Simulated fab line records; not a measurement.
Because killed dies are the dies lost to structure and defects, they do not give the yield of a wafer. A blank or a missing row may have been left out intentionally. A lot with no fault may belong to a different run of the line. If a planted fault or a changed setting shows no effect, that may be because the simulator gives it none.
Which tool is to blame? + flow sky130 + 45 wafers from 15 lots sampled at 4 of the route's 708 steps

## WHAT EACH GAUGE READ, for each wafer
SKY_LI_CONTACT_THK_MEAS_01.
| lot  | measured     | on            | LI_CONTACT_HDPCVD_THK (nm) |
|------|--------------|---------------|----------------------------|
| L181 | day 28 17:00 | film metro-01 | 940 935 939                |
| L182 | day 28 17:56 | film metro-04 | 927 926 919                |
| L183 | day 29 19:16 | film metro-02 | 937 926 944                |
| L184 | day 29 19:47 | film metro-02 | 934 937 949                |
| L185 | day 30 03:09 | film metro-04 | 938 934 934                |
| L189 | day 30 17:40 | film metro-04 | 934 933 951                |
| L188 | day 30 19:52 | film metro-04 | 927 928 924                |
| L187 | day 30 19:13 | film metro-02 | 935 943 941                |
| L193 | day 31 23:37 | film metro-02 | 936 934 939                |
| L192 | day 32 03:18 | film metro-04 | 940 949 938                |
| L195 | day 32 17:34 | film metro-01 | 934 940 938                |
| L197 | day 34 00:20 | film metro-04 | 936 929 925                |
| L199 | day 34 01:31 | film metro-01 | 924 947 935                |
| L200 | day 34 07:55 | film metro-04 | 933 928 917                |
| L201 | day 34 20:37 | film metro-04 | 935 927 921                |

SKY_LI_CONTACT_CD_MEAS_12: the cd target is 170 nm.
| lot  | measured     | on        | cd nm (nm)        |
|------|--------------|-----------|-------------------|
| L181 | day 29 19:18 | cd sem-02 | 169.7 170.5 170.1 |
| L182 | day 29 20:36 | cd sem-02 | 170.2 169.4 169.1 |
| L183 | day 31 00:36 | cd sem-01 | 169.0 167.1 169.1 |
| L184 | day 31 00:56 | cd sem-02 | 170.3 170.0 170.6 |
| L185 | day 31 07:03 | cd sem-02 | 168.0 169.5 168.3 |
| L189 | day 31 20:54 | cd sem-02 | 170.8 172.7 170.9 |
| L188 | day 32 00:25 | cd sem-01 | 170.6 172.7 171.4 |
| L187 | day 31 23:13 | cd sem-02 | 167.9 166.6 167.9 |
| L193 | day 33 03:06 | cd sem-02 | 171.2 171.3 171.4 |
| L192 | day 33 05:59 | cd sem-02 | 172.6 170.7 172.4 |
| L195 | day 33 20:19 | cd sem-02 | 170.2 169.6 169.9 |
| L197 | day 35 03:02 | cd sem-01 | 168.4 168.3 169.3 |
| L199 | day 35 04:12 | cd sem-02 | 170.3 169.5 170.4 |
| L200 | day 35 10:18 | cd sem-01 | 169.2 168.9 169.3 |
| L201 | day 35 22:50 | cd sem-01 | 170.4 172.9 171.1 |

## WHAT TOOL EACH LOT RAN ON (gives the tool, then ch and the chambers of the sampled wafers, and finally the start)
| lot  | SKY_VT_ADJUST_LVTN_STRIP_20          | SKY_LDD_LDN_DEVELOP_06            |
|------|--------------------------------------|-----------------------------------|
| L181 | plasma asher-03 ch 0,1, day 8 08:15  | litho track-02 ch 0, day 23 16:04 |
| L182 | plasma asher-01 ch 0,1, day 8 09:54  | litho track-03 ch 0, day 23 16:17 |
| L183 | plasma asher-01 ch 0, day 9 05:07    | litho track-01 ch 0, day 24 20:25 |
| L184 | plasma asher-03 ch 0,1, day 9 06:10  | litho track-02 ch 0, day 24 21:22 |
| L185 | plasma asher-01 ch 0,1, day 9 07:45  | litho track-02 ch 0, day 25 04:56 |
| L189 | plasma asher-01 ch 0,1, day 9 23:04  | litho track-03 ch 0, day 25 19:39 |
| L188 | plasma asher-03 ch 0,1, day 9 23:45  | litho track-01 ch 0, day 25 23:14 |
| L187 | plasma asher-03 ch 0,1, day 10 00:23 | litho track-01 ch 0, day 25 21:53 |
| L193 | plasma asher-03 ch 0,1, day 10 23:42 | litho track-02 ch 0, day 27 04:56 |
| L192 | plasma asher-04 ch 0,1, day 11 00:57 | litho track-01 ch 0, day 27 05:47 |
| L195 | plasma asher-03 ch 0,1, day 11 17:41 | litho track-01 ch 0, day 27 21:41 |
| L197 | plasma asher-03 ch 0,1, day 12 09:52 | litho track-03 ch 0, day 28 15:14 |
| L199 | plasma asher-03 ch 0,1, day 12 19:06 | litho track-01, day 29 02:37      |
| L200 | plasma asher-03 ch 0,1, day 13 04:13 | litho track-03, day 29 10:24      |
| L201 | plasma asher-01 ch 0,1, day 13 17:22 | litho track-01, day 30 02:10      |
- SKY_VT_ADJUST_LVTN_STRIP_20: strips in O2/N2.
- SKY_LDD_LDN_DEVELOP_06: develop time 60 s.

## AS READ BY THE TOOLS THEMSELVES (means over the sampled wafers that have a number; for cases with no such wafer, the mark the record gives instead)
SKY_VT_ADJUST_LVTN_STRIP_20.
| lot  | tool            | drypump motor current A (A) | o2 flow sccm (sccm) | oes product au (a.u.) | strip time to endpoint s (s) |
|------|-----------------|-----------------------------|---------------------|-----------------------|------------------------------|
| L181 | plasma asher-03 | 5.70                        | 3000                | 0.717                 | 14.13                        |
| L182 | plasma asher-01 | 5.30                        | 2991                | 0.713                 | 14.12                        |
| L183 | plasma asher-01 | 5.71                        | 2997                | 0.710                 | 14.13                        |
| L184 | plasma asher-03 | 5.71                        | 2997                | 0.712                 | 14.15                        |
| L185 | plasma asher-01 | 5.51                        | 2992                | 0.715                 | 14.17                        |
| L189 | plasma asher-01 | 5.32                        | 3001                | 0.715                 | 14.19                        |
| L188 | plasma asher-03 | 5.71                        | 3007                | 0.717                 | 14.18                        |
| L187 | plasma asher-03 | 5.70                        | 3004                | 0.721                 | 14.15                        |
| L193 | plasma asher-03 | 5.66                        | 3000                | 0.717                 | 14.11                        |
| L192 | plasma asher-04 | 5.93                        | 2997                | 0.714                 | 14.16                        |
| L195 | plasma asher-03 | 5.66                        | 2999                | 0.712                 | 14.14                        |
| L197 | plasma asher-03 | 5.66                        | 2998                | 0.714                 | 14.23                        |
| L199 | plasma asher-03 | 5.66                        | 2995                | 0.715                 | 14.09                        |
| L200 | plasma asher-03 | 5.66                        | 3004                | 0.718                 | 14.13                        |
| L201 | plasma asher-01 | 5.30                        | 3010                | 0.714                 | 14.10                        |

SKY_LDD_LDN_DEVELOP_06.
| lot  | tool           | chill plate temp C (C) |
|------|----------------|------------------------|
| L181 | litho track-02 | 22.93                  |
| L182 | litho track-03 | 22.96                  |
| L183 | litho track-01 | 23.04                  |
| L184 | litho track-02 | 23.05                  |
| L185 | litho track-02 | 22.99                  |
| L189 | litho track-03 | 23.09                  |
| L188 | litho track-01 | 23.06                  |
| L187 | litho track-01 | 23.07                  |
| L193 | litho track-02 | 22.98                  |
| L192 | litho track-01 | 22.94                  |
| L195 | litho track-01 | 23.02                  |
| L197 | litho track-03 | 22.96                  |
| L199 | litho track-01 | -                      |
| L200 | litho track-03 | -                      |
| L201 | litho track-01 | -                      |

## THE ANSWER, worked out from the rows above alone
Rule: what is usual is taken from the lots themselves. Put in order of their means at a reading, lots are off if they are a third of the lots or fewer, leave a main group of 4 or more, and stand apart from it by a gap of 3 or more times the standard deviation of the main group's means; of several such gaps the widest counts. The tables above print the reading to a certain number of digits; a main group whose means all agree to those digits is not used. A lot without any number at a reading at which 4 lots or more have one is off too. The other lots that the step has rows for count as sound. Order of review: gauges by route order, followed by the tools' own readings, for which a lot's mean as printed above is used. At the first step where some lot is off, the reading lying furthest off is the one used; lots without a number count as furthest.
Off: L199, L200, L201, at SKY_LDD_LDN_DEVELOP_06 (chill plate temp C). Without a number there: L199, L200, L201. The main group: mean 23.01 C, standard deviation 0.052.
A tool fits if, at that step or a process step before it, it ran every lot that is off, and no sound lot after the first of them. Of those tried, none fits.

## WHAT WAS PUT IN BY THE SIMULATOR
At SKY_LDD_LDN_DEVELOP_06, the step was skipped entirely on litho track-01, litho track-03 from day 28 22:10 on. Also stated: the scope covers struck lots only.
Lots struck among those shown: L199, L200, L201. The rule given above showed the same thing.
